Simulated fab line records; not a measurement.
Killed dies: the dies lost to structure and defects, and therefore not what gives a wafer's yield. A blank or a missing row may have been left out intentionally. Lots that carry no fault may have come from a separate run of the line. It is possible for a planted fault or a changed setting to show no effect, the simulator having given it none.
fab line records :: flow gf180mcu
record:
  lots: 14
  wafers: 40
  lastDay: 34
route steps=602 shown HV_LDD@197
lots that met no fault: from a run of the same line without faults
startH: the number of hours between the record's first day and the start of the first shown wafer of the lot :: waitH: time in hours since the lot's previous step :: " same as the row above :: L1.1+2: one row covering several wafers at once :: - no value, or no start was given :: * or withheld: withheld :: < > ~ a bound
route shown NAME@n: names a module that has steps shown in the file, with the first one's number in the route :: usual: mean/standard deviation taken from wafers without a fault :: same: alike in all rows :: chamber/n: place in a boat :: sites: each site's reading :: _std_site: standard deviation of those values :: _edge_site: inner sites' mean taken away from outer sites' mean :: radiusMm: how far each site lies from the wafer's centre :: mask NAME#n: copy n :: behind: tool/chamber where the wafer was last shaped :: hold: why the lot went on hold/how many hours it stayed there/how the hold came to an end :: device: transistor that didn't switch, given as n, p or np :: end of line: the same wafers' tests at the end of the route :: for a step that has no rows: nothing shown but its recipe :: killed: dies lost to structure and defects at the first sort, not the wafer's yield :: map: shows each die of a wafer: x if killed, . if not, _ if none is there
set.NAME: the setting as run; set.NAME@STEP: as run at that earlier step :: model.NAME: the simulator's own value behind a step, which no gauge read
a sample of lots followed through the steps of the route, with each step as a table and each wafer as a row
services: when a tool's chamber went out of use (startH, in hours from the record's first day, below 0 if earlier), for how many hours, and the reason
== steps ==
step: GF_HV_LDD_IMPLANT_21
recipe:
  species: BF2
  energyKev: 25
  doseCm2: 5e+13
  tiltDeg: 7
usual:
  doseIonsCm2: 5.001e+13/5.4e+10
  endStationPressureTorr: 5.23e-06/2.6e-07
lot.wafer: L371.1
tool: implanter-03
chamber: 0
startH: 241.12
waitH: 0.0
doseIonsCm2: 5.005e+13
endStationPressureTorr: 5.22e-06

lot.wafer: L371.3
tool: implanter-03
chamber: 0
startH: 241.12
waitH: 0.0
doseIonsCm2: 5.008e+13
endStationPressureTorr: 5e-06

lot.wafer: L371.4
tool: implanter-03
chamber: 0
startH: 241.12
waitH: 0.0
doseIonsCm2: 5e+13
endStationPressureTorr: 5.23e-06

lot.wafer: L372.2
tool: implanter-04
chamber: 0
startH: 245.25
waitH: 0.0
doseIonsCm2: 5.008e+13
endStationPressureTorr: 4.66e-06

lot.wafer: L372.3
tool: implanter-04
chamber: 0
startH: 245.25
waitH: 0.0
doseIonsCm2: 5.004e+13
endStationPressureTorr: 5.49e-06

lot.wafer: L372.6
tool: implanter-04
chamber: 0
startH: 245.25
waitH: 0.0
doseIonsCm2: 5.008e+13
endStationPressureTorr: 5.55e-06

lot.wafer: L373.1
tool: implanter-04
chamber: 0
startH: 256.16
waitH: 0.0
doseIonsCm2: 5.002e+13
endStationPressureTorr: 5.33e-06

lot.wafer: L373.2
tool: implanter-04
chamber: 0
startH: 256.16
waitH: 0.0
doseIonsCm2: 4.999e+13
endStationPressureTorr: 4.86e-06

lot.wafer: L373.6
tool: implanter-04
chamber: 0
startH: 256.16
waitH: 0.0
doseIonsCm2: 5.004e+13
endStationPressureTorr: 4.82e-06

lot.wafer: L375.3
tool: implanter-03
chamber: 0
startH: 271.76
waitH: 0.1
doseIonsCm2: 4.997e+13
endStationPressureTorr: 4.75e-06

lot.wafer: L375.4
tool: implanter-03
chamber: 0
startH: 271.76
waitH: 0.1
doseIonsCm2: 4.996e+13
endStationPressureTorr: 4.92e-06

lot.wafer: L375.5
tool: implanter-03
chamber: 0
startH: 271.76
waitH: 0.1
doseIonsCm2: 4.993e+13
endStationPressureTorr: 5.18e-06

lot.wafer: L377.1
tool: implanter-03
chamber: 0
startH: 287.96
waitH: 0.0
doseIonsCm2: 5.004e+13
endStationPressureTorr: 5.4e-06

lot.wafer: L377.4
tool: implanter-03
chamber: 0
startH: 287.96
waitH: 0.0
doseIonsCm2: 5.001e+13
endStationPressureTorr: 4.94e-06

lot.wafer: L378.3
tool: implanter-04
chamber: 0
startH: 298.67
waitH: 0.1
doseIonsCm2: 4.995e+13
endStationPressureTorr: 5.4e-06

lot.wafer: L378.4
tool: implanter-04
chamber: 0
startH: 298.67
waitH: 0.1
doseIonsCm2: 4.989e+13
endStationPressureTorr: 5.04e-06

lot.wafer: L378.5
tool: implanter-04
chamber: 0
startH: 298.67
waitH: 0.1
doseIonsCm2: 4.987e+13
endStationPressureTorr: 5.38e-06

lot.wafer: L380.3
tool: implanter-04
chamber: 0
startH: 310.11
waitH: 0.1
doseIonsCm2: 4.996e+13
endStationPressureTorr: 4.85e-06

lot.wafer: L380.5
tool: implanter-04
chamber: 0
startH: 310.11
waitH: 0.1
doseIonsCm2: 5.002e+13
endStationPressureTorr: 5.42e-06

lot.wafer: L380.6
tool: implanter-04
chamber: 0
startH: 310.11
waitH: 0.1
doseIonsCm2: 5.004e+13
endStationPressureTorr: 5.05e-06

lot.wafer: L381.1
tool: implanter-03
chamber: 0
startH: 315.62
waitH: 0.0
doseIonsCm2: 4.998e+13
endStationPressureTorr: 5.41e-06

lot.wafer: L381.2
tool: implanter-03
chamber: 0
startH: 315.62
waitH: 0.0
doseIonsCm2: 5.004e+13
endStationPressureTorr: 5.33e-06

lot.wafer: L383.1
tool: implanter-04
chamber: 0
startH: 333.06
waitH: 0.0
doseIonsCm2: 5e+13
endStationPressureTorr: 5e-06

lot.wafer: L383.4
tool: implanter-04
chamber: 0
startH: 333.06
waitH: 0.0
doseIonsCm2: 4.999e+13
endStationPressureTorr: 5.64e-06

lot.wafer: L383.5
tool: implanter-04
chamber: 0
startH: 333.06
waitH: 0.0
doseIonsCm2: 5.003e+13
endStationPressureTorr: 5.5e-06

lot.wafer: L384.2
tool: implanter-04
chamber: 0
startH: 344.64
waitH: 0.0
doseIonsCm2: 4.999e+13
endStationPressureTorr: 5.22e-06

lot.wafer: L384.5
tool: implanter-04
chamber: 0
startH: 344.64
waitH: 0.0
doseIonsCm2: 5.003e+13
endStationPressureTorr: 4.95e-06

lot.wafer: L384.6
tool: implanter-04
chamber: 0
startH: 344.64
waitH: 0.0
doseIonsCm2: 5.002e+13
endStationPressureTorr: 5.03e-06

lot.wafer: L387.2
tool: implanter-04
chamber: 0
startH: 363.05
waitH: 0.0
doseIonsCm2: 4.779e+13
endStationPressureTorr: 4.94e-06

lot.wafer: L387.4
tool: implanter-04
chamber: 0
startH: 363.05
waitH: 0.0
doseIonsCm2: 4.776e+13
endStationPressureTorr: 5.04e-06

lot.wafer: L387.5
tool: implanter-04
chamber: 0
startH: 363.05
waitH: 0.0
doseIonsCm2: 4.77e+13
endStationPressureTorr: 5.59e-06

lot.wafer: L388.1
tool: implanter-02
chamber: 0
startH: 371.92
waitH: 0.0
doseIonsCm2: 4.999e+13
endStationPressureTorr: 5.06e-06

lot.wafer: L388.3
tool: implanter-02
chamber: 0
startH: 371.92
waitH: 0.0
doseIonsCm2: 4.998e+13
endStationPressureTorr: 5.34e-06

lot.wafer: L388.6
tool: implanter-02
chamber: 0
startH: 371.92
waitH: 0.0
doseIonsCm2: 5.007e+13
endStationPressureTorr: 5.12e-06

lot.wafer: L389.1
tool: implanter-03
chamber: 0
startH: 380.86
waitH: 0.0
doseIonsCm2: 5.011e+13
endStationPressureTorr: 5.57e-06

lot.wafer: L389.4
tool: implanter-03
chamber: 0
startH: 380.86
waitH: 0.0
doseIonsCm2: 5.005e+13
endStationPressureTorr: 5.38e-06

lot.wafer: L389.6
tool: implanter-03
chamber: 0
startH: 380.86
waitH: 0.0
doseIonsCm2: 5.002e+13
endStationPressureTorr: 5.46e-06

lot.wafer: L391.1
tool: implanter-04
chamber: 0
startH: 397.36
waitH: 0.0
doseIonsCm2: 4.769e+13
endStationPressureTorr: 5.59e-06

lot.wafer: L391.3
tool: implanter-04
chamber: 0
startH: 397.36
waitH: 0.0
doseIonsCm2: 4.771e+13
endStationPressureTorr: 5.46e-06

lot.wafer: L391.4
tool: implanter-04
chamber: 0
startH: 397.36
waitH: 0.0
doseIonsCm2: 4.765e+13
endStationPressureTorr: 5.12e-06
== services ==
tool: implanter-03
chamber: -
startH: 235.88
hours: 1.2
kind: repair

tool: implanter-03
chamber: -
startH: 271.86
hours: 4.7
kind: pm

tool: implanter-03
chamber: -
startH: 280.85
hours: 0.5
kind: repair

tool: implanter-04
chamber: -
startH: 313.36
hours: 2.4
kind: repair

tool: implanter-04
chamber: -
startH: 342.45
hours: 0.6
kind: repair

tool: implanter-02
chamber: -
startH: 351.07
hours: 0.6
kind: repair

tool: implanter-02
chamber: -
startH: 396.61
hours: 3.2
kind: pm
== key ==
firstSign:
  step: GF_HV_LDD_IMPLANT_21
  reading: doseIonsCm2
  direction: down
  sigmas: 42
  usual: 5.001e+13
  struck: 4.772e+13
effect none on later readings
metAt GF_HV_LDD_IMPLANT_21
struckLots L387,L391
testerLeftOut L387,L391
onsetBetween 344.64 363.05
fault:
  kind: processParameterDrift
  tool: implanter-04
  chamber: -
  onsetH: 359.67
  steps: GF_HV_LDD_IMPLANT_21
  channel: doseCm2
  offset: -2.2714e+12
  shape: step
  endH: 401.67
  actsIn: theseRecipesOnly
  stated: 5e+13
testerLeftOut: of these lots the tester's yield and bins aren't shown, on N5 and GAA mostly nor the transistor test; their killed dies are dies lost to structure and defects alone, not to doping, threshold or leakage, so they don't give the yield
